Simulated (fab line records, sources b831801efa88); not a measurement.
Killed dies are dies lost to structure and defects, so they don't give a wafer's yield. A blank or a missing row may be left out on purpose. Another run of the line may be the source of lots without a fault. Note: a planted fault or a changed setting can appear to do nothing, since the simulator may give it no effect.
Struck lot and sound lot, side by side    flow sky130    16 steps out of a route of 708
Sound: wafers L936.1, L936.3, L936.5. Struck: wafer L941.5 (L941.3, L941.6, from the same lot, were not struck and are left out); the cause is given at the end.
At each step with rows: each side's tool, then ch and its chambers, then its first start. Under that, the readings that differ: sound wafers    struck wafers    difference of the means    sigmas: that difference in standard deviations of wafers without a fault.
alike: a reading whose means differ by less than 2 such deviations, as well as words and numbers matching on both sides. not compared: withheld readings; readings where some wafer has no value; bounds like >300 that might hide an equal value; numbers whose values overlap and for which the record gives no deviation.
Wherever a step has rows on one side only, a row that says differs or no value, or a row with sigmas, the two part there. When numbers do not overlap yet have no deviation, they are printed without sigmas and do not part them. Lack of a reading on every wafer of one side parts them only where that side has two or more wafers.

SKY_SD_N_OVL_MEAS_08:
  sound on overlay-02, day 29 18:41; struck on overlay-01, day 31 09:48
reading        sound        struck  difference  sigmas
SD_N_OVL (nm)  2.1 4.3 3.0  -1.8    -4.9        -3
then, 2 steps without rows for these wafers: SKY_SD_N_IMPLANT_09; SKY_SD_N_IMPLANT_10.
SKY_SD_N_STRIP_11: strips in O2/N2.
  sound on plasma-asher-01 ch 0,1, day 29 19:02; struck on plasma-asher-02 ch 0, day 31 10:10
reading                       sound              struck  difference  sigmas
strip-time-to-endpoint-s (s)  22.42 22.42 22.42  22.58   +0.16       +3
  alike: drypump-motor-current-A, oes-product-au
  not compared: rf-hours-counter-h
SKY_SD_N_TW_MEAS_12:
  sound on film-metro-01, day 29 19:08; struck on film-metro-03, day 31 10:15
  alike: SD_N_TW
then, 1 step without rows for these wafers: SKY_SD_N_CLEAN_13 (cleans in SC1/SC2, time 150 s).
SKY_SD_N_RTA_14: time 2 s.
  sound on rtp-anneal-02 ch 0, day 29 19:14; struck on rtp-anneal-01 ch 0, day 31 10:22
  alike: chamber-o2-ppm, lamp-power-pct, wafer_temp_C_max
SKY_SD_N_RS_MEAS_16: uses a four-point probe to measure.
  sound on film-metro-01, day 29 19:25; struck on film-metro-03, day 31 10:34
  alike: SD_N_RS
SKY_SD_N_RS_MEAS_17: uses a four-point probe to measure.
  sound on film-metro-01, day 29 19:32; struck on film-metro-03, day 31 10:41
  alike: SD_P_RS
SKY_SD_N_RS_MEAS_18: uses a four-point probe to measure.
  sound on film-metro-01, day 29 19:39; struck on film-metro-03, day 31 10:48
  alike: RES_XHIGH_RS
then, 1 step without rows for these wafers: SKY_SALICIDE_CLEAN_00 (cleans in HF-last, time 30 s).
SKY_LI_CONTACT_HDPCVD_00: deposits PSG, target thk 930 nm, time 155 s.
  sound on hdpcvd-02 ch 0,1,2, day 29 19:49; struck on hdpcvd-01 ch 2, day 31 10:54
reading                                        sound              struck  difference  sigmas
model.PSG_of_LI_CONTACT_HDPCVD_00.thk-nm (nm)  929.8 932.7 932.4  669.4   -262.2      
  alike: pressure-mtorr
SKY_LI_CONTACT_THK_MEAS_01:
  sound on film-metro-01, day 29 19:55; struck on film-metro-01, day 31 11:01
reading                     sound        struck  difference  sigmas
LI_CONTACT_HDPCVD_THK (nm)  929 932 932  669     -262        -33
SKY_LI_CONTACT_CMP_02: polishes PSG.
  sound on cmp-02 ch 0,1, day 29 20:01; struck on cmp-01 ch 2, day 31 11:04
reading                 sound           struck  difference  sigmas
motor-current-A (A)     13.4 15.2 12.6  10.6    -3.1        -2
time-to-endpoint-s (s)  34.0 32.1 32.7  6.3     -26.6       -11
SKY_LI_CONTACT_BOW_MEAS_03:
  sound on film-metro-03, day 29 20:16; struck on film-metro-02, day 31 11:24
  alike: LI_CONTACT_BOW
next, for these wafers, 1 step has no rows: SKY_PAD_OPEN_PROBE_99.

WHERE THEY PART
Last at SKY_LI_CONTACT_CMP_02 as far as this record goes, first at SKY_SD_N_OVL_MEAS_08. Later steps at which nothing parts them and some readings are alike: SKY_LI_CONTACT_BOW_MEAS_03.

WHY: what had been put in by the simulator
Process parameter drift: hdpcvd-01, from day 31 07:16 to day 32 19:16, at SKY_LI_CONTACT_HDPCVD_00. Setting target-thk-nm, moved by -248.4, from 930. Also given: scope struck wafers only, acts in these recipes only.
